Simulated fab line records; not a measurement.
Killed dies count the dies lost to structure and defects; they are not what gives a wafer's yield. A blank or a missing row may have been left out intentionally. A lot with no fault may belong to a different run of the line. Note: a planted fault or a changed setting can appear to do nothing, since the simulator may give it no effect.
Check for tools in common ; flow sky130 ; Sample size 12 lots and 36 wafers

== WHY THIS WAS OPENED ==
Of 12 lots, 2 have the reading LDD_HVN_TW flagged at SKY_LDD_HVN_TW_MEAS_10. Wafers without a fault read 1442, standard deviation 11.
Rule: a lot gets a flag if all its wafers with a number sit over 4 standard deviations from that mean, or if no wafer of it has a number. The other lots count as sound.

lot;measured;on;LDD_HVN_TW, wafer by wafer;flag
L647;day 20 02:04;film-metro-03;1446 1443 1450;
L649;day 21 02:44;film-metro-01;1440 1443 1446;
L650;day 21 07:20;film-metro-03;1458 1461 1462;
L651;day 21 13:35;film-metro-04;1438 1437 1435;
L653;day 22 16:50;film-metro-03;1457 1457 1460;
L654;day 23 13:30;film-metro-01;1441 1458 1453;
L656;day 24 14:06;film-metro-03;1448 1446 1451;
L658;day 24 22:20;film-metro-03;1445 1447 1456;
L657;day 24 23:14;film-metro-01;1445 1445 1440;
L659;day 25 02:07;film-metro-01;1797 1810 1806;FLAGGED
L668;day 27 19:08;film-metro-04;1428 1427 1431;
L667;day 27 20:04;film-metro-04;1792 1785 1788;FLAGGED
The numbers of the flagged lots are 1796 on average: +354 against the usual, or +32 standard deviations.

== TOOL THAT RAN EACH LOT ==
Before the reading, the record contains 3 process steps out of a 708-step route. In each cell: the tool, then ch and the chambers that the sampled wafers went through, then the start.
lot;flag;SKY_POLY_GATE_STRIP_18;SKY_LDD_P_STRIP_10;SKY_LDD_HVN_IMPLANT_08
L647;;plasma-asher-03 ch 0,1, day 16 04:27;plasma-asher-04 ch 0,1, day 18 18:54;implanter-01 ch 0, day 20 01:50
L649;;plasma-asher-03 ch 0,1, day 17 04:55;plasma-asher-04 ch 0,1, day 19 19:48;implanter-01 ch 0, day 21 02:29
L650;;plasma-asher-04 ch 0,1, day 17 08:09;plasma-asher-04 ch 0,1, day 20 00:44;implanter-03 ch 0, day 21 07:05
L651;;plasma-asher-02 ch 0,1, day 17 14:47;plasma-asher-01 ch 0,1, day 20 06:22;implanter-02 ch 0, day 21 13:20
L653;;plasma-asher-03 ch 0,1, day 18 18:21;plasma-asher-01 ch 0,1, day 21 09:52;implanter-02 ch 0, day 22 16:35
L654;;plasma-asher-04 ch 0,1, day 19 14:25;plasma-asher-01 ch 0,1, day 22 06:42;implanter-01 ch 0, day 23 13:17
L656;;plasma-asher-03 ch 0,1, day 20 16:13;plasma-asher-03 ch 0,1, day 23 07:59;implanter-03 ch 0, day 24 13:54
L658;;plasma-asher-02 ch 0, day 21 00:26;plasma-asher-01 ch 0,1, day 23 15:57;implanter-01 ch 0, day 24 22:07
L657;;plasma-asher-04 ch 0,1, day 21 01:26;plasma-asher-04 ch 0,1, day 23 17:37;implanter-02 ch 0, day 24 23:01
L659;FLAGGED;plasma-asher-03 ch 0,1, day 21 05:08;plasma-asher-01 ch 0,1, day 23 19:40;implanter-02 ch 0, day 25 01:32
L668;;plasma-asher-04 ch 0,1, day 23 23:52;plasma-asher-03 ch 0,1, day 26 13:55;implanter-03 ch 0, day 27 18:53
L667;FLAGGED;plasma-asher-03 ch 0,1, day 24 01:26;plasma-asher-04 ch 0,1, day 26 14:38;implanter-02 ch 0, day 27 19:32
What these steps do:
- SKY_POLY_GATE_STRIP_18: strips in O2/N2.
- SKY_LDD_P_STRIP_10: strips in O2/N2.
- SKY_LDD_HVN_IMPLANT_08
- SKY_LDD_HVN_TW_MEAS_10

== FLAGGED OVER TOTAL, TOOL BY TOOL (the gauges that took the reading come last) ==
step;tool;lots run;flagged;share of the flagged lots;sound lots run after its first flagged lot
SKY_POLY_GATE_STRIP_18;plasma-asher-02;2;0;none;-
SKY_POLY_GATE_STRIP_18;plasma-asher-03;6;2;all;0
SKY_POLY_GATE_STRIP_18;plasma-asher-04;4;0;none;-
SKY_LDD_P_STRIP_10;plasma-asher-01;5;1;some;0
SKY_LDD_P_STRIP_10;plasma-asher-03;2;0;none;-
SKY_LDD_P_STRIP_10;plasma-asher-04;5;1;some;0
SKY_LDD_HVN_IMPLANT_08;implanter-01;4;0;none;-
SKY_LDD_HVN_IMPLANT_08;implanter-02;5;2;all;0
SKY_LDD_HVN_IMPLANT_08;implanter-03;3;0;none;-
SKY_LDD_HVN_TW_MEAS_10;film-metro-01;4;1;some;0
SKY_LDD_HVN_TW_MEAS_10;film-metro-03;5;0;none;-
SKY_LDD_HVN_TW_MEAS_10;film-metro-04;3;1;some;0

== THE TABLE: WHAT IT ALLOWS ==
Table rows that saw every flagged lot: 2, namely plasma-asher-03 at SKY_POLY_GATE_STRIP_18 and implanter-02 at SKY_LDD_HVN_IMPLANT_08.
- plasma-asher-03 at SKY_POLY_GATE_STRIP_18 ran 6 lots, 2 of them flagged. It ran its last sound lot, L656, at day 20 16:13 and its first flagged lot, L659, at day 21 05:08: a fault with its onset between the two fits.
- implanter-02 at SKY_LDD_HVN_IMPLANT_08 ran 5 lots, 2 of them flagged. It ran its last sound lot, L657, at day 24 23:01 and its first flagged lot, L659, at day 25 01:32: a fault with its onset between the two fits.
These 2 tools cannot be told apart by counting lots, since each of them fits a fault that started at some hour. More lots, or a look at what each step does to the wafer, might.

== WHAT THE SIMULATOR HAD PUT IN ==
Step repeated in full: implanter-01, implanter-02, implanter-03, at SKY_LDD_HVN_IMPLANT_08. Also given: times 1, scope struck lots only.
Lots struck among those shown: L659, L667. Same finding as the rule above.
